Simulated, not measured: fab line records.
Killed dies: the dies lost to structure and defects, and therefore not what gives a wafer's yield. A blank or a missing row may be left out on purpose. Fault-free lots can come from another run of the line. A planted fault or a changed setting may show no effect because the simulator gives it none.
The tool behind it: which one? / flow sky130 / 12 lots with 35 wafers sampled at 3 steps, on a route of 708 steps

## WHAT THE GAUGES READ, wafer by wafer
SKY_LDD_N_TW_MEAS_17.
lot=L750; measured=day 18 16:13; on=film metro-02; LDD_N_TW=2592 2588 2572
lot=L752; measured=day 19 03:44; on=film metro-04; LDD_N_TW=2607 2609 2606
lot=L751; measured=day 19 06:19; on=film metro-03; LDD_N_TW=2557 2551 2544
lot=L758; measured=day 21 09:14; on=film metro-04; LDD_N_TW=2635 2641
lot=L760; measured=day 22 00:01; on=film metro-04; LDD_N_TW=2641 2649 2629
lot=L765; measured=day 23 14:45; on=film metro-04; LDD_N_TW=2639 2627 2623
lot=L766; measured=day 24 00:16; on=film metro-04; LDD_N_TW=2647 2649 2653
lot=L768; measured=day 24 14:54; on=film metro-04; LDD_N_TW=2643 2654 2666
lot=L769; measured=day 25 00:57; on=film metro-04; LDD_N_TW=2638 2635 2634
lot=L770; measured=day 25 15:02; on=film metro-04; LDD_N_TW=2631 2627 2623
lot=L771; measured=day 25 18:27; on=film metro-02; LDD_N_TW=2589 2585 2588
lot=L772; measured=day 25 20:52; on=film metro-04; LDD_N_TW=2639 2636 2648

SKY_LDD_HVP_OVL_MEAS_07.
lot=L750; measured=day 22 12:54; on=overlay-02; LDD_HVP_OVL (nm)=1.0 0.3 -1.5
lot=L752; measured=day 23 00:28; on=overlay-02; LDD_HVP_OVL (nm)=2.1 1.5 1.8
lot=L751; measured=day 23 02:37; on=overlay-01; LDD_HVP_OVL (nm)=0.0 0.0 -0.2
lot=L758; measured=day 25 05:05; on=overlay-01; LDD_HVP_OVL (nm)=0.8 -0.8
lot=L760; measured=day 25 18:52; on=overlay-02; LDD_HVP_OVL (nm)=0.2 -0.9 0.5
lot=L765; measured=day 27 09:01; on=overlay-01; LDD_HVP_OVL (nm)=-2.8 0.0 -1.7
lot=L766; measured=day 27 17:06; on=overlay-01; LDD_HVP_OVL (nm)=-0.8 -1.6 -3.5
lot=L768; measured=day 28 07:51; on=overlay-01; LDD_HVP_OVL (nm)=-2.9 -4.8 -1.1
lot=L769; measured=day 28 17:12; on=overlay-02; LDD_HVP_OVL (nm)=-1.8 -0.1 1.4
lot=L770; measured=day 29 06:09; on=overlay-01; LDD_HVP_OVL (nm)=0.1 0.8 0.4
lot=L771; measured=day 29 09:41; on=overlay-01; LDD_HVP_OVL (nm)=-0.8 0.1 -1.0
lot=L772; measured=day 29 11:36; on=overlay-02; LDD_HVP_OVL (nm)=-0.3 0.0 -2.1

## WHAT TOOL EACH LOT RAN ON (gives the tool, then ch and the chambers of the sampled wafers, and finally the start)
lot=L750; SKY_POLY_GATE_ETCH_16=rie diel-04 ch 1,3, day 17 06:17
lot=L752; SKY_POLY_GATE_ETCH_16=rie diel-01 ch 0,2,3, day 17 18:08
lot=L751; SKY_POLY_GATE_ETCH_16=rie diel-04 ch 0,3, day 17 19:21
lot=L758; SKY_POLY_GATE_ETCH_16=rie diel-01 ch 0,1, day 19 22:03
lot=L760; SKY_POLY_GATE_ETCH_16=rie diel-01 ch 0,2,3, day 20 14:44
lot=L765; SKY_POLY_GATE_ETCH_16=rie diel-01 ch 0,1,2, day 22 05:38
lot=L766; SKY_POLY_GATE_ETCH_16=rie diel-01 ch 0,1,3, day 22 14:48
lot=L768; SKY_POLY_GATE_ETCH_16=rie diel-04 ch 0,1, day 23 05:32
lot=L769; SKY_POLY_GATE_ETCH_16=rie diel-01 ch 0,1,2, day 23 14:35
lot=L770; SKY_POLY_GATE_ETCH_16=rie diel-04 ch 2,3, day 24 06:02
lot=L771; SKY_POLY_GATE_ETCH_16=rie diel-04 ch 0,1,3, day 24 09:38
lot=L772; SKY_POLY_GATE_ETCH_16=rie diel-03 ch 1,2,3, day 24 11:23
- SKY_POLY_GATE_ETCH_16: etches Si3N4 in CH3F/O2, stops on poly-Si, time 147.5 s, target depth 75 nm.

## AS READ BY THE TOOLS THEMSELVES (means over the sampled wafers that have a number; for cases with no such wafer, the mark the record gives instead)
SKY_POLY_GATE_ETCH_16.
lot=L750; tool=rie diel-04; ch3f flow sccm (sccm)=39.97; drypump motor current A (A)=5.2; oes product au (a.u.)=0.635; throttle valve pct (%)=10.529
lot=L752; tool=rie diel-01; ch3f flow sccm (sccm)=40.09; drypump motor current A (A)=5.8; oes product au (a.u.)=0.639; throttle valve pct (%)=10.536
lot=L751; tool=rie diel-04; ch3f flow sccm (sccm)=39.78; drypump motor current A (A)=5.4; oes product au (a.u.)=0.644; throttle valve pct (%)=10.541
lot=L758; tool=rie diel-01; ch3f flow sccm (sccm)=40.01; drypump motor current A (A)=5.7; oes product au (a.u.)=0.639; throttle valve pct (%)=10.533
lot=L760; tool=rie diel-01; ch3f flow sccm (sccm)=39.97; drypump motor current A (A)=5.8; oes product au (a.u.)=0.644; throttle valve pct (%)=10.530
lot=L765; tool=rie diel-01; ch3f flow sccm (sccm)=40.09; drypump motor current A (A)=5.9; oes product au (a.u.)=0.634; throttle valve pct (%)=10.533
lot=L766; tool=rie diel-01; ch3f flow sccm (sccm)=39.90; drypump motor current A (A)=5.6; oes product au (a.u.)=0.641; throttle valve pct (%)=10.530
lot=L768; tool=rie diel-04; ch3f flow sccm (sccm)=39.98; drypump motor current A (A)=5.2; oes product au (a.u.)=0.643; throttle valve pct (%)=10.541
lot=L769; tool=rie diel-01; ch3f flow sccm (sccm)=39.91; drypump motor current A (A)=5.9; oes product au (a.u.)=0.646; throttle valve pct (%)=10.540
lot=L770; tool=rie diel-04; ch3f flow sccm (sccm)=40.20; drypump motor current A (A)=5.7; oes product au (a.u.)=0.636; throttle valve pct (%)=10.536
lot=L771; tool=rie diel-04; ch3f flow sccm (sccm)=39.98; drypump motor current A (A)=5.3; oes product au (a.u.)=0.634; throttle valve pct (%)=10.539
lot=L772; tool=rie diel-03; ch3f flow sccm (sccm)=40.00; drypump motor current A (A)=5.5; oes product au (a.u.)=0.640; throttle valve pct (%)=10.533

## THE ANSWER, worked out from the rows above alone
Rule: the usual values come from the lots themselves. Put in order of their means at a reading, lots are off if they are a third of the lots or fewer, leave a main group of 4 or more, and stand apart from it by a gap of 3 or more times the standard deviation of the main group's means; of several such gaps the widest counts. The tables above print the reading to a certain number of digits; a main group whose means all agree to those digits is not used. A lot without any number at a reading at which 4 lots or more have one is off too. Where the step has rows for the other lots, those lots are counted as sound. The gauges are gone through in route order, then the tools' own readings, and for those a lot's mean is taken as printed above. At the first step where some lot is off, the reading lying furthest off is the one used; lots without a number count as furthest.
Across all readings shown, no lot is off: no conclusion can be drawn from this.

## WHAT HAD BEEN PUT IN BY THE SIMULATOR
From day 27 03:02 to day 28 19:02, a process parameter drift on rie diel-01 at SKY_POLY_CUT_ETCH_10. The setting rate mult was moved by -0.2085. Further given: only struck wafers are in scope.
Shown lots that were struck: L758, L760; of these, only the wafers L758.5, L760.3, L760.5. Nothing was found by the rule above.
